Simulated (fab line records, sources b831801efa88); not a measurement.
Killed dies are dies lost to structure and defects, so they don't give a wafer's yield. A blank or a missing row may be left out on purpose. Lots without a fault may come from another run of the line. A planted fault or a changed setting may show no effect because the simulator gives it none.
A struck lot beside a sound one | flow sky130 | 32 steps out of a route of 708
Sound: wafers L297.4, L297.5, L297.6. Struck: wafers L306.1, L306.2, L306.4. The cause comes at the end.
At each step with rows: each side's tool, then ch and its chambers, then its first start. Under that, the readings that differ: sound wafers | struck wafers | difference of the means | sigmas: that difference in standard deviations of wafers without a fault.
alike: readings whose means differ by less than 2 such deviations, and words and numbers that are the same on both sides. not compared: withheld readings, readings that some wafer has no value for, bounds like >300 that may hide the same value, and numbers for which the record gives no deviation and whose values overlap.
The two part at a step that has a row with sigmas, a row that says differs or no value, or rows on one side only. Numbers that don't overlap but have no deviation are shown without sigmas and don't part them. A reading that every wafer of one side lacks parts them only if that side has two wafers or more.

first, 7 steps without rows for these wafers: SKY_CONTACT_ETCH_18 (etches Si3N4 in CHF3/O2, stops on TiN, time 39 s, target depth 75 nm); SKY_CONTACT_STRIP_19 (strips in O2/N2); SKY_CONTACT_STRIP_20 (strips in post etch residue remover, time 1200 s); SKY_CONTACT_CLEAN_21 (cleans in IPA, time 180 s); SKY_CONTACT_CLEAN_22 (cleans in O3/DIW); SKY_CONTACT_SPUTTER_23 (material TiN, target thk 20 nm, time 80 s); SKY_CONTACT_CVD_24 (deposits W, target thk 340 nm, time 102.12 s).
SKY_CONTACT_RS_MEAS_25: measures by four-point-probe.
  sound on film_metro-01, day 32 16:26; struck on film_metro-02, day 35 18:46
  alike: CONTACT_W_RS
SKY_CONTACT_THK_MEAS_26: measures by xrf.
  sound on film_metro-01, day 32 16:31; struck on film_metro-02, day 35 18:53
  alike: CONTACT_W_THK
SKY_CONTACT_CMP_27: polishes, stops on SiO2, t overpolish 15 s, target thk 0 nm.
  sound on cmp-02 ch 1,2, day 32 16:33; struck on cmp-01 ch 0,1,3, day 35 18:56
  alike: motor_current_A, overpolish_run_s, retaining_ring_pressure_frac, slurry_filter_dp_kPa, time_to_endpoint_s
SKY_METAL1_SPUTTER_00: material Ti, target thk 15 nm, time 10 s.
  sound on pvd_sputter-01, day 32 16:51; struck on pvd_sputter-01, day 35 19:14
  alike: throttle_valve_pct
then, 1 step without rows for these wafers: SKY_METAL1_SPUTTER_01 (material TiN, target thk 20 nm, time 16.7 s).
SKY_METAL1_SPUTTER_02: material AlCu, target thk 250 nm, time 13.3 s.
  sound on pvd_sputter-01, day 32 16:54; struck on pvd_sputter-01, day 35 19:17
  reading                                     | sound         | struck            | difference | sigmas
  model.AlCu_of_METAL1_SPUTTER_02.thk_nm (nm) | 254.6 255 250 | 372.7 367.2 367.2 | +115.8     |
  alike: throttle_valve_pct
then, 1 step without rows for these wafers: SKY_METAL1_SPUTTER_03 (material Ti, target thk 5 nm, time 3.3 s).
SKY_METAL1_SPUTTER_04: material TiN, target thk 70 nm, time 58.3 s.
  sound on pvd_sputter-01, day 32 16:56; struck on pvd_sputter-01, day 35 19:20
  alike: throttle_valve_pct
SKY_METAL1_RS_MEAS_05: measures by four-point-probe.
  sound on film_metro-04, day 32 17:03; struck on film_metro-03, day 35 19:23
  reading                 | sound                | struck               | difference | sigmas
  METAL1_ALCU_RS (ohm/sq) | 0.1245 0.1241 0.1267 | 0.0846 0.0857 0.0857 | -0.0398    | -28
SKY_METAL1_THK_MEAS_06: measures by xrf.
  sound on film_metro-04, day 32 17:08; struck on film_metro-03, day 35 19:30
  reading              | sound       | struck      | difference | sigmas
  METAL1_ALCU_THK (nm) | 258 258 253 | 377 372 371 | +117       | +38
then, 8 steps without rows for these wafers: SKY_METAL1_DEHYDRATE_07 (time 60 s); SKY_METAL1_HMDS_08 (prime time 60 s); SKY_METAL1_COAT_09 (resist thk 60 nm); SKY_METAL1_COAT_10 (resist thk 450 nm); SKY_METAL1_SOFTBAKE_11 (time 90 s); SKY_METAL1_EXPOSE_12 (exposes mask MM1, target cd 140 nm); SKY_METAL1_PEB_13; SKY_METAL1_DEVELOP_14 (develop time 60 s).
SKY_METAL1_CD_MEAS_15: target cd 140 nm.
  sound on cd_sem-02, day 33 20:11; struck on cd_sem-01, day 36 20:57
  alike: cd_nm
SKY_METAL1_OVL_MEAS_16:
  sound on overlay-02, day 33 20:16; struck on overlay-02, day 36 21:04
  alike: METAL1_OVL
then, 1 step without rows for these wafers: SKY_METAL1_DESCUM_17 (chemistry O2, time 8 s).
SKY_METAL1_ETCH_18: etches BARC in N2/H2, stops on SiO2, time 45.9 s, target depth 60 nm.
  sound on rie_metal-04 ch 0,1, day 33 20:20; struck on rie_metal-01 ch 0,1, day 36 21:08
  alike: drypump_motor_current_A, oes_product_au, throttle_valve_pct
  not compared: rf_hours_counter_h
SKY_METAL1_METAL_ETCH_19: etches the open film in Cl2/BCl3, stops on SiO2, target depth 360 nm, time 78 s.
  sound on rie_metal-04 ch 0,1, day 33 20:24; struck on rie_metal-01 ch 0,1, day 36 21:12
  reading               | sound             | struck            | difference | sigmas
  oes_product_au (a.u.) | 0.862 0.857 0.856 | 0.975 0.950 0.969 | +0.106     | +18
  alike: drypump_motor_current_A, throttle_valve_pct
  not compared: rf_hours_counter_h
SKY_METAL1_STRIP_20: strips in O2/N2.
  sound on plasma_asher-03 ch 0,1, day 33 20:30; struck on plasma_asher-02 ch 0,1, day 36 21:17
  alike: drypump_motor_current_A, oes_product_au, strip_time_to_endpoint_s
  not compared: rf_hours_counter_h
-- the record jumps here: 12 days lie between the struck wafers' starts before and after (it left off in module METAL1 and takes up again in module PAD_OPEN, whose first step shown is number 708 of the route) --
SKY_PAD_OPEN_PROBE_99:
  sound on prober-01, day 46 17:26; struck on prober-01, day 48 21:29
  reading                               | sound                | struck                  | difference | sigmas
  model.etest.met1_comb.leak_log10_a_um | -11.98 -11.93 -12.03 | -10.44 -11 -11.67       | +0.94      |
  model.etest.met1.line_ohm_um          | 0.8602 0.9313 0.9159 | 0.5921 0.6135 0.6106    | -0.2971    |
  model.etest.met1.rs_ohm_sq            | 0.1247 0.1263 0.1284 | 0.08483 0.08662 0.08655 | -0.04047   |

WHERE THEY PART
First at SKY_METAL1_RS_MEAS_05; last, within this record, at SKY_METAL1_METAL_ETCH_19. Later steps at which nothing parts them and some readings are alike: SKY_METAL1_STRIP_20.

WHY: what the simulator had put in
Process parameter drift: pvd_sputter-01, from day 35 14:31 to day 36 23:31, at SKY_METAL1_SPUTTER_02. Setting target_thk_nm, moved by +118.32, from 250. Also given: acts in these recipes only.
